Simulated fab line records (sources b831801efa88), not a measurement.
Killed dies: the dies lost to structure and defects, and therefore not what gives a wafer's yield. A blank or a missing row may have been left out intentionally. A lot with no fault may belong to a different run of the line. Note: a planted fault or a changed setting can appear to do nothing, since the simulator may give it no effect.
Struck lot and sound lot, side by side	flow sky130	15 out of 708 route steps
Sound: the wafers L514.2, L514.3, L514.4. Wafers struck: L504.1, L504.5, L504.6. The cause comes at the end.
Each step with rows lists, per side, the tool, then ch with its chambers, then its first start. Under that, the readings that differ: sound wafers	struck wafers	difference of the means	sigmas: that difference in standard deviations of wafers without a fault.
alike: readings with means less than 2 such deviations apart, plus words and numbers identical on both sides. not compared: withheld readings, readings lacking a value on some wafer, bounds such as >300 that could conceal the same value, and numbers that have no deviation in the record and whose values overlap.
A row with sigmas, a row that says differs or no value, or rows on one side alone: a step with any of these is where the two part. Numbers that have no deviation but don't overlap get no sigmas and don't part them. A reading missing from all wafers of one side parts the sides only when that side holds two or more wafers.

first, 8 steps without rows for these wafers: SKY_LI_CONTACT_DEHYDRATE_04 (time 60 s); SKY_LI_CONTACT_HMDS_05 (prime time 60 s); SKY_LI_CONTACT_COAT_06 (resist thk 60 nm); SKY_LI_CONTACT_COAT_07 (resist thk 450 nm); SKY_LI_CONTACT_SOFTBAKE_08 (time 90 s); SKY_LI_CONTACT_EXPOSE_09 (exposes mask LICM1, target cd 170 nm); SKY_LI_CONTACT_PEB_10; SKY_LI_CONTACT_DEVELOP_11 (develop time 60 s).
SKY_LI_CONTACT_CD_MEAS_12: target cd 170 nm.
  sound on cd sem-02, day 33 17:07; struck on cd sem-01, day 29 23:03
  alike: cd nm
SKY_LI_CONTACT_OVL_MEAS_13:
  sound on overlay-01, day 33 17:13; struck on overlay-01, day 29 23:10
reading	sound	struck	difference	sigmas
LI_CONTACT_OVL (nm)	-12 -10 -17	-2 4 5	+15	+3
SKY_LI_CONTACT_ETCH_14: etches BARC in N2/H2, stops on SiO2, time 45.9 s, target depth 60 nm.
  sound on rie diel-04 ch 0,2,3, day 33 17:15; struck on rie diel-01 ch 0,1, day 29 23:13
  alike: drypump motor current A, oes product au, throttle valve pct
  not compared: rf hours counter h
SKY_LI_CONTACT_ETCH_15: etches PSG in C4F8/O2/Ar, stops on Si, target depth 600 nm.
  sound on rie diel-04 ch 0,2,3, day 33 17:17; struck on rie diel-01 ch 0,1, day 29 23:15
  alike: oes product au
SKY_LI_CONTACT_STRIP_16: strips in O2/N2.
  sound on plasma asher-04 ch 0,1, day 33 17:22; struck on plasma asher-01 ch 0,1, day 29 23:20
  no value came back on the struck wafers for chamber pressure mTorr (mTorr), drypump motor current A (A), oes product au (a.u.), strip time to endpoint s (s); on the sound wafers chamber pressure mTorr (mTorr) reads 1498.8 1501.3 1502.6
reading	sound	struck	difference	sigmas
model.KrF-thick_of_LI_CONTACT_COAT_07.thk nm (nm)	0 0 0	231.4 239 231.2	+233.9	
  not compared: rf hours counter h
then, 1 step without rows for these wafers: SKY_LI_CONTACT_CLEAN_17 (cleans in NMP, time 600 s).
-- record jumps: 16 days separate the struck wafers' starts on either side; left off in module LI_CONTACT, taken up again in module PAD_OPEN, whose first shown step is the route's number 708 --
SKY_PAD_OPEN_PROBE_99:
  sound on prober-01, day 49 00:56; struck on prober-02, day 46 06:37
reading	sound	struck	difference	sigmas
killed at contacts	25 19 14	415 428 420	+402	+80
killed dies	85 74 65	492 492 492	+417	+45
killed on rim	17 17 13	96 96 96	+80	+19
  alike: killed_at_M0_to_M3, killed_at_M4_up, killed at front end, killed at other, killed open, killed short

## WHERE THEY PART
Last at SKY_PAD_OPEN_PROBE_99 as far as this record goes, first at SKY_LI_CONTACT_OVL_MEAS_13.

WHY: the cause the simulator had injected
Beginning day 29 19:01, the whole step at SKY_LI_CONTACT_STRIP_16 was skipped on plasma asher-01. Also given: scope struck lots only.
